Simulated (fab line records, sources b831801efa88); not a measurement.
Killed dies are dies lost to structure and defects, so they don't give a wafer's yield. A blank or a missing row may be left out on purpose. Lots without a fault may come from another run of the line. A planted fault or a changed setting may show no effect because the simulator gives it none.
Chamber matching | flow sky130 | SKY_LI_CONTACT_CMP_24 on cmp-02: 4 sister chambers
The step polishes, stops on PSG, t overpolish 20 s, target thk 0 nm. 17 wafers are shown with their chamber, then 8 later ones without.

WAFERS WITH THEIR CHAMBER
wafer  | chamber | motor_current_A (A) | time_to_endpoint_s (s) | slurry_filter_dp_kPa (kPa)
L326.1 | 2       | 9.5                 | 97                     | 13.40
L326.3 | 3       | 8.9                 | 94                     | 13.49
L326.5 | 0       | 9.9                 | 102                    | 13.43
L327.3 | 2       | 9.4                 | 105                    | 13.39
L327.4 | 0       | 10.3                | 107                    | 13.40
L327.6 | 2       | 9.8                 | 104                    | 13.43
L328.1 | 1       | 10.1                | 94                     | 13.63
L328.5 | 0       | 10.1                | 102                    | 13.51
L328.6 | 3       | 9.4                 | 101                    | 13.41
L330.3 | 3       | 9.6                 | 102                    | 13.33
L330.4 | 2       | 9.7                 | 98                     | 13.63
L330.5 | 2       | 9.6                 | 98                     | 13.38
L331.3 | 0       | 10.2                | 99                     | 13.42
L331.5 | 1       | 10.7                | 88                     | 13.51
L331.6 | 2       | 10.0                | 100                    | 13.56
L332.2 | 0       | 10.4                | 93                     | 13.36
L332.5 | 1       | 10.8                | 89                     | 13.33

SIGNATURES (means of the wafers above)
reading              | chamber 0 | chamber 1 | chamber 2 | chamber 3 | scatter within a chamber
motor_current_A      | 10.180    | 10.533    | 9.667     | 9.300     | 0.267
time_to_endpoint_s   | 100.60    | 90.33     | 100.33    | 99.00     | 4.12
slurry_filter_dp_kPa | 13.4240   | 13.4900   | 13.4650   | 13.4100   | 0.0981
Rule: a wafer's distance from a chamber is the root of the sum, over the readings, of the square of ((its reading less the chamber's mean) divided by the reading's scatter). The wafer belongs to the nearest chamber; if the next one is less than 2 further off, it can't be placed. The scatter: the root of (the sum of the squares of (reading less its chamber's mean) over the shown wafers, divided by (wafers less chambers)).

WAFERS WITHOUT THEIR CHAMBER
wafer  | motor_current_A (A) | time_to_endpoint_s (s) | slurry_filter_dp_kPa (kPa)
L332.6 | 9.8                 | 96                     | 13.61
L334.1 | 9.3                 | 99                     | 13.36
L334.4 | 9.2                 | 101                    | 13.48
L334.6 | 10.2                | 104                    | 13.45
L335.1 | 9.9                 | 104                    | 13.45
L335.2 | 9.5                 | 103                    | 13.56
L335.3 | 9.1                 | 100                    | 13.45
L339.2 | 10.6                | 92                     | 13.72

WHICH CHAMBER EACH WENT THROUGH
wafer  | from the rows above               | in truth
L332.6 | can't be placed: 2 or 0 or 3 or 1 | 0
L334.1 | can't be placed: 3 or 2           | 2
L334.4 | can't be placed: 3 or 2           | 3
L334.6 | can't be placed: 0 or 2           | 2
L335.1 | can't be placed: 2 or 0 or 3      | 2
L335.2 | can't be placed: 2 or 3 or 0      | 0
L335.3 | can't be placed: 3 or 2           | 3
L339.2 | can't be placed: 1 or 0           | 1
Placed correctly: 0 of 8. Can't be placed from these rows: 8 (the true chamber is among the candidates in 8). Placed wrongly: 0.
